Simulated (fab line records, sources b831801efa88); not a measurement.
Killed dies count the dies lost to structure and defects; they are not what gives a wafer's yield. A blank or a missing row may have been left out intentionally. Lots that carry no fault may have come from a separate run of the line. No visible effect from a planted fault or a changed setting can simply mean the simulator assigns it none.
The same fault as seen by 2 desks    flow sky130    only its own numbers are on each desk; what lay behind them is given at the end

AT THE TOOL OWNER'S DESK: hdpcvd-02
The tool's own readings at SKY_VIA1_HDPCVD_00 (deposits SiO2, target thk 1030 nm, time 171.7 s): means of the sampled wafers that have a number, for each lot that ran on this tool. Marked OUT: a lot whose mean sits more than 4 standard deviations from the usual mean, which makes it out of limits; the brackets give that distance.
Columns: A = sih4FlowSccm at SKY_VIA1_HDPCVD_00, usual 60.02 sccm
lot   first seen here  A
L806  day 33 09:18     59.81
L811  day 34 21:32     60.08
L812  day 35 01:01     60.09
L810  day 35 03:41     60.07
L813  day 35 09:40     48.12 (-70) OUT
L817  day 36 20:43     47.89 (-71) OUT
L818  day 36 23:34     47.96 (-71) OUT
Finding of this desk: L813, L817, L818 out of limits; the first was L813 at day 35 09:40, on sih4FlowSccm at SKY_VIA1_HDPCVD_00. In limits: L806, L811, L812, L810.

FROM THE METROLOGY DESK
Lot by lot, what the gauges showed, no matter which tool ran the lot: averages of those sampled wafers that carry a number. Marked OUT: a lot whose mean sits more than 4 standard deviations from the usual mean, which makes it out of limits; the brackets give that distance.
Columns: A = VIA1_HDPCVD_THK at SKY_VIA1_THK_MEAS_01, usual 1037 nm; B = cdNm at SKY_VIA1_CD_MEAS_12, usual 150.3 nm
lot   first seen here  A              B
L806  day 33 09:25     1031           149.1
L809  day 34 06:14     1029           146.8
L808  day 34 09:29     1032           148.8
L811  day 34 21:39     1046           150.5
L812  day 35 01:08     1030           150.4
L810  day 35 03:49     1037           149.6
L813  day 35 09:47     821 (-22) OUT  150.2
L814  day 35 14:06     1031           150.2
L817  day 36 20:52     847 (-20) OUT  148.8
L818  day 36 23:41     836 (-21) OUT  150.9
L825  day 39 00:55     1051           150.5
L827  day 39 09:07     1044           151.4
Per this desk, out of limits: L813, L817, L818; the first was L813, day 35 09:47 (VIA1_HDPCVD_THK at SKY_VIA1_THK_MEAS_01). In limits: L806, L809, L808, L811, L812, L810, L814, L825, L827.

PUT TOGETHER
The tool owner's desk had the chance to raise an alarm at day 35 09:40 on L813, L817, L818.
Metrology desk: alarm possible at day 35 09:47 on L813, L817, L818.
SKY_VIA1_HDPCVD_00 was run on hdpcvd-02 by each of the lots named.

WHAT HAD BEEN PUT IN BY THE SIMULATOR
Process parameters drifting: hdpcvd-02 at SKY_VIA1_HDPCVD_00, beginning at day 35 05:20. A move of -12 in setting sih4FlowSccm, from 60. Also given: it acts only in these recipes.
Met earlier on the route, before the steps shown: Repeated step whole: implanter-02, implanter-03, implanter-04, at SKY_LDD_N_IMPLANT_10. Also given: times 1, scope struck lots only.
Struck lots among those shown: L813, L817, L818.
Fault start to first reading out of limits, in hours, per desk: tool owner, 4; metrology, 4.
